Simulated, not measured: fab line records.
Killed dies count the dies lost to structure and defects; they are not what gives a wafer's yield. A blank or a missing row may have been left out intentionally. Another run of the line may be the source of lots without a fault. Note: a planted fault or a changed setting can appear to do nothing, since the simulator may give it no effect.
A lot that was struck, set against a sound lot + flow sky130 + 17 steps out of a route of 708
Sound: these wafers, L990.1, L990.4, L990.6. Struck: wafers L993.1, L993.2, L993.5. The cause is given at the end.
Per side, at each step with rows, come the tool, then ch with its chambers, and then its first start. Under that, the readings that differ: sound wafers + struck wafers + difference of the means + sigmas: that difference in standard deviations of wafers without a fault.
alike: same words and numbers on both sides, and readings whose means sit less than 2 such deviations apart. not compared: any withheld reading, any reading some wafer has no value for, any bound like >300 that may hide the same value, and any number with overlapping values for which the record gives no deviation.
Wherever a step has rows on one side only, a row that says differs or no value, or a row with sigmas, the two part there. Numbers that don't overlap but have no deviation are shown without sigmas and don't part them. A reading that every wafer of one side lacks parts them only if that side has two wafers or more.

SKY_GATE_OXIDE_TW_MEAS_14:
  sound on filmMetro-01 at day 19 01:42; struck on filmMetro-01 at day 20 02:06
  alike: GATE_OXIDE_TW
then, 3 steps without rows for these wafers: SKY_GATE_OXIDE_CLEAN_15 (cleans in SC1/SC2, time 150 s); SKY_GATE_OXIDE_OXIDATION_16 (stabilise 600 s, purge 300 s, target thk 3.57 nm); SKY_POLY_GATE_CVD_00 (deposits poly-Si, target thk 180 nm, time 720 s).
SKY_POLY_GATE_THK_MEAS_01:
  sound on filmMetro-01 at day 19 05:16; struck on filmMetro-02 at day 20 05:17
  alike: POLY_GATE_CVD_00_THK
then, 7 steps without rows for these wafers: SKY_RES_PROTECT_DEHYDRATE_00 (time 60 s); SKY_RES_PROTECT_HMDS_01 (prime time 60 s); SKY_RES_PROTECT_COAT_02 (resist thk 1140 nm); SKY_RES_PROTECT_SOFTBAKE_03 (time 60 s); SKY_RES_PROTECT_EXPOSE_04 (exposes mask RPM, target cd 1270 nm); SKY_RES_PROTECT_PEB_05; SKY_RES_PROTECT_DEVELOP_06 (develop time 60 s).
SKY_POLY_GATE_IMPLANT_02:
  sound on implanter-01 ch 0, day 20 12:04; struck on implanter-04 ch 0, day 21 11:22
| reading                       | sound                         | struck                        | difference | sigmas      |
|-------------------------------|-------------------------------|-------------------------------|------------|-------------|
| beamOnS (s)                   | 37.3 35.9 38.1                | 14.0 13.8 13.9                | -23.2      | -11         |
| doseIonsCm2                   | 7.704e+15 7.728e+15 7.712e+15 | 3.309e+15 3.299e+15 3.283e+15 | -4.418e+15 | -99 or more |
| endStationPressureTorr (Torr) | 1.09e-05 9.9e-06 1.01e-05     | 1.52e-05 1.41e-05 1.55e-05    | +4.63e-06  | +6          |
  alike: faradayCurrentUA, tiltDeg
SKY_RES_PROTECT_STRIP_07: strips in O2/N2.
  sound on plasmaAsher-01 ch 0,1, day 20 12:13; struck on plasmaAsher-03 ch 0,1, day 21 11:31
| reading                  | sound             | struck            | difference | sigmas |
|--------------------------|-------------------|-------------------|------------|--------|
| oesProductAu (a.u.)      | 0.512 0.515 0.505 | 0.562 0.569 0.555 | +0.051     | +11    |
| stripTimeToEndpointS (s) | 23.33 23.35 23.35 | 19.98 19.97 19.96 | -3.37      | -67    |
  alike: drypumpMotorCurrentA
  not compared: rfHoursCounterH
SKY_RES_PROTECT_TW_MEAS_08:
  sound on filmMetro-03 at day 20 12:19; struck on filmMetro-02 at day 21 11:37
| reading      | sound          | struck         | difference | sigmas |
|--------------|----------------|----------------|------------|--------|
| POLY_GATE_TW | 4047 4034 4037 | 3809 3819 3808 | -227       | -5     |
then, 1 step without rows for these wafers: SKY_RES_PROTECT_CLEAN_09 (cleans in SC1/SC2, time 150 s).
-- the record jumps here: 28 days lie between the struck wafers' starts before and after (it left off in module RES_PROTECT and takes up again in module PAD_OPEN, whose first step shown is number 708 of the route) --
SKY_PAD_OPEN_PROBE_99:
  sound on prober-01 at day 49 05:53; struck on prober-02 at day 49 20:46
| reading                                 | sound             | struck            | difference | sigmas |
|-----------------------------------------|-------------------|-------------------|------------|--------|
| model.etest.resPoly.lineOhmUm           | 509.4 522.8 518.2 | 1342 1239 1308    | +780       |        |
| model.etest.liconPoly.rcOhm             | 154.4 152.8 152.9 | 714.2 687.4 723.7 | +555.1     |        |
| model.etest.resPoly.rsOhmSq             | 47.79 47.68 48.45 | 124.7 120.3 125.5 | +75.5      |        |
| model.etest.nfet_01v8.rOnOhmUm          | 823.4 819.9 821.6 | 837.8 886.6 895.9 | +51.8      |        |
| model.etest.nfet_01v8_turned.driveUaUm  | 507.6 508.1 513.1 | 486.8 460.8 462.5 | -39.6      |        |
| model.etest.nfet_01v8_swapped.driveUaUm | 511.5 510 511.1   | 489.6 457.7 464.4 | -40.3      |        |
| model.etest.nfet_01v8_lvt.driveUaUm     | 583.9 579.4 584.6 | 562.5 532.1 527.1 | -42.1      |        |
| model.etest.nfet_01v8.driveUaUm         | 510.7 508.9 512.2 | 493.2 458.2 460.9 | -39.8      |        |
  alike: killed_at_M0_to_M3, killed_at_M4_up, killedAtContacts, killedAtFrontEnd, killedAtOther, killedDies, killedOpen, killedShort

## WHERE THEY PART
Earliest at SKY_POLY_GATE_IMPLANT_02; latest, in this record, at SKY_RES_PROTECT_TW_MEAS_08. Later steps at which nothing parts them and some readings are alike: SKY_PAD_OPEN_PROBE_99.

WHY: whatever the simulator had introduced
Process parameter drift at SKY_POLY_GATE_IMPLANT_02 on implanter-04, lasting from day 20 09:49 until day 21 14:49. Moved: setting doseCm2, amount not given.
